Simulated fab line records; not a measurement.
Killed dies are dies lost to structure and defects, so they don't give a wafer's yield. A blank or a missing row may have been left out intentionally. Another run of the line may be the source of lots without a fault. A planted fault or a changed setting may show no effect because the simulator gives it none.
fab line records	flow sky130
record lots=11	wafers=33	lastDay=50
route steps=708 shown LDD_HVP@287 SD_N@350 LI_CONTACT@362 PAD_OPEN@708
lots untouched by any fault: they come from a run of this same line in which no faults occurred
startH: the number of hours between the record's first day and the start of the first shown wafer of the lot	waitH: hours from the lot's prior step to this one	" the same as in the row above	L1.1+2: several wafers, shown together as one row	- no value, or no start given	* or withheld: withheld	< > ~ a bound
route shown NAME@n: a module of which the file shows steps, and the number in the route of the first	usual: mean and standard deviation over wafers with no fault	same: alike in all rows	chamber/n: place in a boat	sites: each site's reading	_std_site: standard deviation of those values	_edge_site: outer sites' mean less inner sites'	radiusMm: how far each site lies from the wafer's centre	mask NAME#n: copy n	behind: the tool/chamber that last shaped the wafer	hold: reason for holding the lot/hours on hold/outcome of the hold	device: the n, p or np transistor that did not switch	end of line: the same wafers' tests at the end of the route	a step without rows: its recipe alone	killed: at the first sort, the dies lost to defects and structure; wafer yield is something else	map: a wafer's dies, marking killed ones x, the rest . and places with no die _
set.NAME: the setting as run; set.NAME@STEP: as run at that earlier step	model.NAME: the simulator's own value behind a step, which no gauge read
the route's steps for a sample of lots (tables are steps, rows are wafers)
services: the hour from which a tool's chamber was out of use, counted from the record's first day as startH (under 0 if before that day), plus the number of hours and why
## steps
# step SKY_LDD_HVP_STRIP_09
# recipe chemistry=O2/N2	powerW=1400	pressureMtorr=1500	platenTempC=withheld	o2FlowSccm=3000	n2FlowSccm=300	overashFraction=0.5
# usual chamberPressureMTorr=1500.2/1.4	drypumpMotorCurrentA=5.7/0.42	oesProductAu=0.408/0.005	stripTimeToEndpointS=4.132/0.015
lot.wafer	tool	chamber	startH	waitH	chamberPressureMTorr	drypumpMotorCurrentA	oesProductAu	rfHoursCounterH	stripTimeToEndpointS
L293.1	plasmaAsher-03	0	504.24	0.1	1500.3	5.0	0.408	66	4.142
L293.2	"	1	"	"	1500.1	5.9	0.401	66	4.132
L293.3	"	1	"	"	1498.7	5.8	0.411	-	4.152
L294.1	plasmaAsher-03	0	516.64	0.1	1499.4	4.9	0.397	68	4.148
L294.2	"	1	"	"	1501.4	5.8	0.420	68	4.148
L294.4	"	1	"	"	1499.7	5.9	0.409	-	4.140
L297.2	plasmaAsher-02	1	540.04	0.1	1499.9	5.4	0.420	10	4.115
L297.4	"	1	"	"	1497.7	5.4	0.403	-	4.122
L297.5	"	0	"	"	1498.4	6.2	0.409	-	4.135
L301.3	plasmaAsher-02	0	591.03	0.1	1499.9	6.2	0.397	-	4.133
L301.4	"	1	"	"	1500.4	5.4	0.409	-	4.116
L301.6	"	0	"	"	1499.8	6.2	0.411	-	4.122
L302.3	plasmaAsher-02	1	607.88	0.1	1501.7	5.4	0.409	-	4.120
L302.4	"	0	"	"	1498.6	6.3	0.398	-	4.113
L302.6	"	0	"	"	1502.5	6.2	0.410	-	4.122
L304.1	plasmaAsher-04	1	611.00	0.1	1501.1	5.3	0.406	47	4.150
L304.2	"	0	"	"	1500.4	5.8	0.413	47	4.150
L304.6	"	0	"	"	1500.4	5.8	0.403	-	4.132
L307.1	plasmaAsher-02	0	623.35	0.1	1503.3	6.2	0.409	19	4.132
L307.4	"	1	"	"	1500.6	5.4	0.415	-	4.133
L307.5	"	0	"	"	1501.2	6.2	0.402	-	4.128
L308.1	plasmaAsher-02	0	641.00	0.1	1498.8	6.2	0.411	21	4.144
L308.2	"	1	"	"	1500.3	5.4	0.416	21	4.152
L308.3	"	0	"	"	1500.9	6.2	0.406	-	4.112
L312.3	plasmaAsher-03	1	666.67	0.1	1500.1	5.9	0.401	-	4.130
L312.5	"	1	"	"	1499.4	5.9	0.399	-	4.140
L312.6	"	0	"	"	1500.0	5.0	0.407	-	4.113
L314.1	plasmaAsher-02	0	678.34	0.1	1499.3	6.2	0.411	25	4.099
L314.3	"	1	"	"	1501.1	5.4	0.397	-	4.105
L314.5	"	0	"	"	1498.4	6.3	0.402	-	4.102
L315.2	plasmaAsher-04	0	697.94	0.1	1498.4	5.8	0.411	56	4.145
L315.3	"	1	"	"	1501.8	5.4	0.409	-	4.139
L315.5	"	0	"	"	1499.3	5.8	0.410	-	4.133
# step SKY_SD_N_OVL_MEAS_08
# usual SD_N_OVL=0.2/1.4
lot.wafer	tool	chamber	startH	waitH	SD_N_OVL[nm]
L293.1	overlay-01	-	664.88	0.1	1.3
L293.2	"	-	"	"	1.4
L293.3	"	-	"	"	-0.2
L294.1	overlay-02	-	668.10	0.1	0.3
L294.2	"	-	"	"	-1.9
L294.4	"	-	"	"	-1.0
L297.2	overlay-01	-	686.56	0.1	-0.2
L297.4	"	-	"	"	0.9
L297.5	"	-	"	"	1.1
L301.3	overlay-02	-	734.88	0.1	1.3
L301.4	"	-	"	"	0.8
L301.6	"	-	"	"	0.8
L302.3	overlay-01	-	750.80	0.1	-0.3
L302.4	"	-	"	"	-0.3
L302.6	"	-	"	"	0.4
L304.1	overlay-02	-	754.00	0.1	1.1
L304.2	"	-	"	"	1.8
L304.6	"	-	"	"	2.4
L307.1	overlay-02	-	764.10	0.1	1.4
L307.4	"	-	"	"	0.9
L307.5	"	-	"	"	0.4
L308.1	overlay-02	-	780.55	0.1	-0.7
L308.2	"	-	"	"	-0.3
L308.3	"	-	"	"	-2.5
L312.3	overlay-02	-	802.62	0.1	2.3
L312.5	"	-	"	"	1.9
L312.6	"	-	"	"	1.1
L314.1	overlay-01	-	815.27	0.1	0.4
L314.3	"	-	"	"	-0.5
L314.5	"	-	"	"	-0.1
L315.2	overlay-01	-	835.18	0.1	0.5
L315.3	"	-	"	"	-0.1
L315.5	"	-	"	"	0.0
# step SKY_LI_CONTACT_HDPCVD_00
# recipe material=PSG	targetThkNm=930	sigmaOpenFrac=0.3	timeS=155	tempC=600	sih4FlowSccm=60	pressureMtorr=6
lot.wafer	tool	chamber	startH	waitH
L293.1+2+3	hdpcvd-02	1,2,0	665.99	0.0
L294.1+2+4	hdpcvd-02	1,0,2	669.20	0.0
L297.2+4+5	hdpcvd-01	0,0,2	687.65	0.0
L301.3+4+6	hdpcvd-01	0,0,2	735.97	0.0
L302.3+4+6	hdpcvd-02	2,0,2	751.88	0.0
L304.1+2+6	hdpcvd-01	1,0,1	755.10	0.0
L307.1+4+5	hdpcvd-02	2,1,1	765.20	0.0
L308.1+2+3	hdpcvd-02	2,1,0	781.67	0.0
L312.3+5+6	hdpcvd-02	1,2,1	803.70	0.0
L314.1+3+5	hdpcvd-01	0,0,2	816.37	0.0
L315.2+3+5	hdpcvd-01	1,2,0	836.30	0.0
# step SKY_LI_CONTACT_THK_MEAS_01
# recipe reads=PSG_of_LI_CONTACT_HDPCVD_00
# usual LI_CONTACT_HDPCVD_THK=930/12
lot.wafer	tool	chamber	startH	waitH	LI_CONTACT_HDPCVD_THK[nm]
L293.1	filmMetro-02	-	666.09	0.1	938
L293.2	"	-	"	"	942
L293.3	"	-	"	"	944
L294.1	filmMetro-01	-	669.30	0.1	947
L294.2	"	-	"	"	945
L294.4	"	-	"	"	938
L297.2	filmMetro-02	-	687.76	0.1	924
L297.4	"	-	"	"	926
L297.5	"	-	"	"	950
L301.3	filmMetro-02	-	736.10	0.1	910
L301.4	"	-	"	"	916
L301.6	"	-	"	"	923
L302.3	filmMetro-01	-	752.01	0.1	943
L302.4	"	-	"	"	937
L302.6	"	-	"	"	944
L304.1	filmMetro-04	-	755.20	0.1	905
L304.2	"	-	"	"	907
L304.6	"	-	"	"	894
L307.1	filmMetro-01	-	765.36	0.1	933
L307.4	"	-	"	"	931
L307.5	"	-	"	"	925
L308.1	filmMetro-02	-	781.77	0.1	1420
L308.2	"	-	"	"	929
L308.3	"	-	"	"	932
L312.3	filmMetro-04	-	803.82	0.1	945
L312.5	"	-	"	"	1435
L312.6	"	-	"	"	1420
L314.1	filmMetro-01	-	816.53	0.1	927
L314.3	"	-	"	"	918
L314.5	"	-	"	"	944
L315.2	filmMetro-02	-	836.41	0.1	918
L315.3	"	-	"	"	940
L315.5	"	-	"	"	930
# step SKY_LI_CONTACT_CMP_02
# recipe material=PSG	downForcePsi=4	platenRpm=60	padVelocityMS=0.94248
# usual motorCurrentA=12.3/1	timeToEndpointS=33/3.1
lot.wafer	tool	chamber	startH	waitH	motorCurrentA	timeToEndpointS
L293.3	cmp-02	3	666.20	0.1	12.0	38
L293.1	"	0	"	"	11.7	36
L293.2	"	1	"	"	12.9	34
L294.1	cmp-02	3	669.36	0.1	12.4	34
L294.2	"	0	"	"	11.6	32
L294.4	"	2	"	"	13.3	33
L297.2	cmp-01	1	687.91	0.1	11.6	35
L297.4	"	2	"	"	12.0	34
L297.5	"	0	"	"	13.1	40
L301.4	cmp-02	2	736.19	0.1	13.3	31
L301.3	"	0	"	"	12.3	29
L301.6	"	2	"	"	13.2	34
L302.3	cmp-02	1	752.05	0.0	13.5	33
L302.4	"	2	"	"	13.0	33
L302.6	"	1	"	"	13.9	36
L304.1	cmp-02	0	755.26	0.1	11.8	27
L304.2	"	1	"	"	13.6	28
L304.6	"	0	"	"	11.5	27
L307.4	cmp-01	0	765.47	0.1	13.4	35
L307.1	"	1	"	"	10.9	34
L307.5	"	3	"	"	11.3	34
L308.3	cmp-02	0	781.83	0.0	11.5	32
L308.2	"	1	"	"	13.6	30
L308.1	"	2	"	"	12.6	80
L312.3	cmp-01	2	804.01	0.2	11.8	36
L312.5	"	3	"	"	11.0	86
L312.6	"	0	"	"	14.0	84
L314.1	cmp-02	1	816.64	0.1	14.1	31
L314.3	"	3	"	"	12.2	34
L314.5	"	1	"	"	13.5	28
L315.2	cmp-02	0	836.56	0.1	12.0	29
L315.3	"	1	"	"	13.1	32
L315.5	"	3	"	"	11.6	34
# step SKY_LI_CONTACT_SPUTTER_19
# recipe material=Ti	targetThkNm=20	chamberPressurePa=5	powerW=2500	substrateTempC=200	timeS=106.37
# usual chamberPressurePa=4.999/0.011	substrateTempC=199.99/0.17	throttleValvePct=29.9/1.2
lot.wafer	tool	chamber	startH	waitH	chamberPressurePa	substrateTempC	throttleValvePct
L293.1	pvdSputter-03	-	694.26	0.0	5.011	199.82	31.3
L293.2	"	-	"	"	5.015	199.72	28.2
L293.3	"	-	"	"	5.016	199.86	29.4
L294.1	pvdSputter-03	-	698.03	0.0	4.993	199.77	28.2
L294.2	"	-	"	"	4.993	199.73	31.1
L294.4	"	-	"	"	4.999	199.95	29.6
L297.2	pvdSputter-01	-	716.71	0.0	4.999	200.14	31.4
L297.4	"	-	"	"	5.006	200.01	30.2
L297.5	"	-	"	"	4.997	199.84	30.3
L301.3	pvdSputter-03	-	764.03	0.0	4.979	200.22	31.0
L301.4	"	-	"	"	4.987	199.89	28.4
L301.6	"	-	"	"	5.008	199.89	29.4
L302.3	pvdSputter-03	-	779.56	0.0	5.008	200.11	29.6
L302.4	"	-	"	"	4.998	199.71	31.0
L302.6	"	-	"	"	5.001	199.95	28.3
L304.1	pvdSputter-01	-	782.85	0.0	5.009	199.97	28.5
L304.2	"	-	"	"	5.006	200.22	31.5
L304.6	"	-	"	"	5.004	200.01	29.9
L307.1	pvdSputter-01	-	792.51	0.0	4.982	200.22	28.3
L307.4	"	-	"	"	4.994	200.00	31.4
L307.5	"	-	"	"	4.995	199.97	30.3
L308.1	pvdSputter-01	-	807.86	0.0	4.999	200.20	31.2
L308.2	"	-	"	"	5.015	199.95	30.5
L308.3	"	-	"	"	5.005	199.94	28.6
L312.3	pvdSputter-03	-	828.00	0.0	5.010	200.16	28.2
L312.5	"	-	"	"	5.006	199.82	29.6
L312.6	"	-	"	"	4.998	200.32	28.2
L314.1	pvdSputter-04	-	842.19	0.0	5.003	199.72	31.7
L314.3	"	-	"	"	5.007	200.18	28.6
L314.5	"	-	"	"	5.006	200.05	31.9
L315.2	pvdSputter-04	-	863.44	0.0	5.010	200.10	31.5
L315.3	"	-	"	"	5.001	200.17	28.8
L315.5	"	-	"	"	5.012	199.75	31.7
# step SKY_PAD_OPEN_PROBE_99
# usual killed_at_M0_to_M3=43/6.8	killed_at_M4_up=3.2/1.8	killedAtContacts=24/6.2	killedAtFrontEnd=15/4.7	killedAtOther=0.4/0.63	killedDies=86/9.6	killedOpen=47/6.9	killedShort=39/6.3
# same grossDies=492	killedAtBackSide=0
lot.wafer	tool	chamber	startH	waitH	killed_at_M0_to_M3	killed_at_M4_up	killedAtContacts	killedAtFrontEnd	killedAtOther	killedDies	killedOpen	killedShort
L297.2	prober-01	-	1099.54	0.1	45	5	23	20	0	93	46	46
L297.4	prober-01	-	1099.64	0.2	36	4	33	13	0	86	49	37
L297.5	prober-01	-	1099.69	0.2	38	0	25	14	0	77	46	31
L304.1	prober-01	-	1153.25	0.1	45	6	31	9	0	91	48	42
L304.2	prober-01	-	1153.30	0.1	56	2	29	11	1	99	60	38
L304.6	prober-01	-	1153.50	0.2	52	3	17	9	0	81	42	39
L307.1	prober-01	-	1157.62	0.1	37	0	20	17	0	74	42	29
L307.4	prober-01	-	1157.77	0.2	46	0	30	12	0	88	49	38
L307.5	prober-01	-	1157.82	0.2	36	2	24	12	0	74	31	42
L308.1	prober-01	-	1169.68	0.1	46	2	32	20	0	100	54	43
L308.2	prober-01	-	1169.73	0.1	34	4	11	13	0	62	32	29
L308.3	prober-01	-	1169.78	0.2	41	4	20	5	0	70	31	39
# killed by level:class
L297.2 METAL2:geometricParticle:short=12 VIA2:geometricParticle:open=9 LI_CONTACT:geometricParticle:open=8 VIA1:geometricParticle:open=7 POLY_GATE:geometricParticle:open=6 POLY_GATE:geometricParticle:short=6 LOCAL_INTERCONNECT:geometricParticle:short=6 CONTACT:geometricParticle:open=4
L297.4 CONTACT:geometricParticle:open=12 VIA1:geometricParticle:open=10 LOCAL_INTERCONNECT:geometricParticle:short=8 VIA3:geometricParticle:open=6 LI_CONTACT:geometricParticle:open=5 CONTACT:geometricParticle:short=5 VIA2:geometricParticle:open=5 METAL2:geometricParticle:short=4
L297.5 CONTACT:geometricParticle:open=12 VIA1:geometricParticle:open=12 VIA3:geometricParticle:open=7 METAL2:geometricParticle:short=6 LOCAL_INTERCONNECT:geometricParticle:short=5 VIA2:geometricParticle:open=4 FIELD_ISO:geometricParticle:open=3 FIELD_ISO:geometricParticle:short=3
L304.1 LI_CONTACT:geometricParticle:open=9 VIA2:geometricParticle:open=9 CONTACT:geometricParticle:open=8 CONTACT:geometricParticle:short=7 METAL2:geometricParticle:short=6 VIA3:geometricParticle:open=5 VIA1:geometricParticle:open=5 METAL4:geometricParticle:short=5
L304.2 CONTACT:geometricParticle:open=12 VIA1:geometricParticle:open=11 METAL2:geometricParticle:short=11 METAL1:geometricParticle:short=9 LI_CONTACT:geometricParticle:open=8 VIA2:geometricParticle:open=8 VIA3:geometricParticle:open=4 POLY_GATE:geometricParticle:open=3
L304.6 VIA1:geometricParticle:open=11 METAL1:geometricParticle:short=7 VIA3:geometricParticle:open=7 VIA2:geometricParticle:open=6 CONTACT:geometricParticle:short=5 CONTACT:geometricParticle:open=4 VIA3:geometricParticle:short=4 METAL3:geometricParticle:short=4
L307.1 VIA1:geometricParticle:open=11 CONTACT:geometricParticle:short=7 LI_CONTACT:geometricParticle:open=6 VIA2:geometricParticle:open=6 METAL2:geometricParticle:short=5 POLY_GATE:geometricParticle:open=4 CONTACT:geometricParticle:open=4 FIELD_ISO:geometricParticle:short=3
L307.4 CONTACT:geometricParticle:open=16 VIA1:geometricParticle:open=11 METAL2:geometricParticle:short=7 METAL3:geometricParticle:short=6 VIA3:geometricParticle:open=6 LI_CONTACT:geometricParticle:open=5 VIA2:geometricParticle:open=5 LOCAL_INTERCONNECT:geometricParticle:short=4
L307.5 CONTACT:geometricParticle:open=8 VIA1:geometricParticle:open=7 VIA2:geometricParticle:short=5 LOCAL_INTERCONNECT:geometricParticle:short=5 METAL1:geometricParticle:short=5 METAL2:geometricParticle:short=5 FIELD_ISO:geometricParticle:short=4 POLY_GATE:geometricParticle:short=4
L308.1 CONTACT:geometricParticle:open=12 VIA1:geometricParticle:open=11 LOCAL_INTERCONNECT:geometricParticle:short=8 VIA3:geometricParticle:open=8 FIELD_ISO:geometricParticle:open=5 LI_CONTACT:geometricParticle:open=5 METAL2:geometricParticle:short=5 POLY_GATE:geometricParticle:short=4
L308.2 VIA1:geometricParticle:open=7 VIA2:geometricParticle:open=6 LI_CONTACT:geometricParticle:open=4 SPACER:geometricParticle:open=4 VIA1:geometricParticle:short=4 METAL2:geometricParticle:short=4 VIA3:geometricParticle:open=4 POLY_GATE:geometricParticle:short=3
L308.3 CONTACT:geometricParticle:open=8 VIA1:geometricParticle:open=6 VIA1:geometricParticle:short=6 VIA2:geometricParticle:open=6 METAL3:geometricParticle:short=6 VIA3:geometricParticle:open=5 POLY_GATE:geometricParticle:short=4 LI_CONTACT:geometricParticle:open=4
## services
tool	chamber	startH	hours	kind
pvdSputter-01	-	500.23	2.7	repair
plasmaAsher-02	-	507.51	14.6	pm
cmp-02	-	521.30	2.2	repair
pvdSputter-03	-	549.60	5.1	repair
cmp-02	-	572.00	4.0	pm
pvdSputter-01	-	575.04	2.8	repair
hdpcvd-01	-	584.91	14.6	pm
cmp-02	-	612.49	4.7	repair
cmp-02	-	626.68	5.5	repair
cmp-02	-	630.06	0.9	repair
cmp-02	-	633.70	4.3	pm
cmp-02	-	639.15	0.5	repair
hdpcvd-02	-	650.75	15.0	pm
hdpcvd-01	-	667.44	2.8	pm
plasmaAsher-02	-	680.76	4.3	pm
hdpcvd-01	1	707.78	12.7	repair
cmp-02	-	711.72	8.9	repair
cmp-02	-	729.73	4.8	pm
cmp-02	-	761.05	9.3	pm
hdpcvd-02	0	763.25	9.5	repair
pvdSputter-03	-	789.45	3.3	repair
hdpcvd-02	2	789.93	10.1	repair
hdpcvd-01	1	812.13	5.6	repair
cmp-02	-	822.07	1.0	repair
## key
firstSign step=SKY_LI_CONTACT_THK_MEAS_01	reading=LI_CONTACT_HDPCVD_THK	direction=up	sigmas=43	usual=930	struck=1425
effect step=SKY_LI_CONTACT_CMP_02	reading=timeToEndpointS	direction=up	sigmas=16	usual=*	struck=*
metAt SKY_LI_CONTACT_HDPCVD_00
struckLots L308,L312
struckWafers L308.1,L312.5,L312.6
testerLeftOut L308,L312
notActingAt SKY_LDD_HVP_STRIP_09,SKY_SD_N_OVL_MEAS_08,SKY_LI_CONTACT_SPUTTER_19
onsetBetween 765.20 781.67
fault kind=processParameterDrift	tool=hdpcvd-02	chamber=-	onsetH=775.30	steps=SKY_LI_CONTACT_HDPCVD_00	channel=targetThkNm	offset=481.63	shape=step	endH=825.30	scope=struckWafersOnly	actsIn=theseRecipesOnly	stated=930
# testerLeftOut: of these lots the tester's yield and bins aren't shown, on N5 and GAA mostly nor the transistor test; their killed dies are dies lost to structure and defects alone, not to doping, threshold or leakage, so they don't give the yield
